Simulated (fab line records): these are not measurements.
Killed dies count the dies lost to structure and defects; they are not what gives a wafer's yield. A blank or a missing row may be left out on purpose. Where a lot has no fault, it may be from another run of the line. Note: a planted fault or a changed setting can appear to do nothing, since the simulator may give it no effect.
A struck lot beside a sound one | flow sky130 | 17 out of 708 route steps
Sound: these wafers, L693.1, L693.4, L693.6. Struck: wafer L682.2; the same lot's L682.3 was not struck, so it is left out; see the end for the cause.
Order at every step that has rows: each side's tool, ch and its chambers, its first start. Under that, the readings that differ: sound wafers | struck wafers | difference of the means | sigmas: that difference in standard deviations of wafers without a fault.
alike: readings with means less than 2 such deviations apart, plus words and numbers identical on both sides. not compared: withheld readings, readings lacking a value on some wafer, bounds such as >300 that could conceal the same value, and numbers that have no deviation in the record and whose values overlap.
The two part at a step that has a row with sigmas, a row that says differs or no value, or rows on one side only. Numbers that don't overlap but have no deviation are shown without sigmas and don't part them. A reading that every wafer of one side lacks parts them only if that side has two wafers or more.

first, 3 steps without rows for these wafers: SKY_LI_CONTACT_EXPOSE_09 (exposes mask LICM1, target cd 170 nm); SKY_LI_CONTACT_PEB_10; SKY_LI_CONTACT_DEVELOP_11 (develop time 60 s).
SKY_LI_CONTACT_CD_MEAS_12 targets a cd of 170 nm.
  sound on cdSem-02 at day 34 13:04; struck on cdSem-02 at day 30 20:38
  alike: cdNm
SKY_LI_CONTACT_OVL_MEAS_13:
  sound on overlay-01 at day 34 13:11; struck on overlay-01 at day 30 20:45
  alike: LI_CONTACT_OVL
SKY_LI_CONTACT_ETCH_14: etches BARC in N2/H2, stops on SiO2, time 45.9 s, target depth 60 nm.
  sound on rieDiel-01 ch 0,1,2, day 34 13:14; struck on rieDiel-03 ch 0, day 30 20:47
reading             | sound             | struck | difference | sigmas
oesProductAu (a.u.) | 0.856 0.870 0.852 | 0.846  | -0.013     | -3
  alike: drypumpMotorCurrentA, throttleValvePct
  not compared: rfHoursCounterH
SKY_LI_CONTACT_ETCH_15: etches PSG in C4F8/O2/Ar, stops on Si, target depth 600 nm.
  sound on rieDiel-01 ch 0,1,2, day 34 13:16; struck on rieDiel-03 ch 0, day 30 20:49
  alike: oesProductAu
SKY_LI_CONTACT_STRIP_16: strips in O2/N2.
  sound on plasmaAsher-01 ch 0,1, day 34 13:21; struck on plasmaAsher-03 ch 0, day 30 20:54
  alike: drypumpMotorCurrentA, oesProductAu, stripTimeToEndpointS
  not compared: rfHoursCounterH
then, 2 steps without rows for these wafers: SKY_LI_CONTACT_CLEAN_17 (cleans in NMP, time 600 s); SKY_LI_CONTACT_PRE_CLEAN_18 (time 5.6 s).
SKY_LI_CONTACT_SPUTTER_19: material Ti, target thk 20 nm, time 106.37 s.
  sound on pvdSputter-03 at day 34 13:39; struck on pvdSputter-03 at day 30 21:12
  alike: cathodeDcPowerW, throttleValvePct
then, 1 step without rows for these wafers: SKY_LI_CONTACT_SPUTTER_20 (material TiN, target thk 20 nm, time 80 s).
SKY_LI_CONTACT_CVD_21: deposits W, target thk 400 nm, time 120.56 s.
  sound on cvdW-02 ch 0, day 34 13:49; struck on cvdW-02 ch 1, day 30 21:20
reading                                 | sound           | struck | difference | sigmas
model.W_of_LI_CONTACT_CVD_21.thkNm (nm) | 397.6 398.5 398 | 452    | +54        | 
  alike: heaterPowerW
SKY_LI_CONTACT_RS_MEAS_22: uses a four-point probe to measure.
  sound on filmMetro-02 at day 34 13:56; struck on filmMetro-02 at day 30 21:52
reading                  | sound                | struck | difference | sigmas
LI_CONTACT_W_RS (ohm/sq) | 0.2862 0.2859 0.2856 | 0.2514 | -0.0345    | -12
  not compared: hold
SKY_LI_CONTACT_THK_MEAS_23: measures by xrf.
  sound on filmMetro-02 at day 34 14:03; struck on filmMetro-02 at day 31 00:35
reading               | sound       | struck | difference | sigmas
LI_CONTACT_W_THK (nm) | 407 409 403 | 456    | +50        | +6
  not compared: hold
SKY_LI_CONTACT_CMP_24: polishes, stops on PSG, t overpolish 20 s, target thk 0 nm.
  sound on cmp-02 ch 0,3, day 34 14:07; struck on cmp-01 ch 3, day 31 03:52
reading             | sound        | struck                  | difference                   | sigmas
hold                | - - -        | awaitDispo/3.2h/release | no value on the sound wafers | 
motorCurrentA (A)   | 9.2 11.0 9.4 | 13.5                    | +3.6                         | +2
timeToEndpointS (s) | 88 90 90     | 111                     | +22                          | +6
  alike: edgeZonePressureFrac
SKY_LOCAL_INTERCONNECT_SPUTTER_00: material TiN, target thk 100 nm, time 83.3 s.
  sound on pvdSputter-02 at day 34 14:25; struck on pvdSputter-02 at day 31 04:07
  alike: cathodeDcPowerW, throttleValvePct

WHERE THEY PART
Last at SKY_LI_CONTACT_CMP_24 as far as this record goes, first at SKY_LI_CONTACT_ETCH_14. Later steps at which nothing parts them and some readings are alike: SKY_LOCAL_INTERCONNECT_SPUTTER_00.

WHY: what had been put in by the simulator
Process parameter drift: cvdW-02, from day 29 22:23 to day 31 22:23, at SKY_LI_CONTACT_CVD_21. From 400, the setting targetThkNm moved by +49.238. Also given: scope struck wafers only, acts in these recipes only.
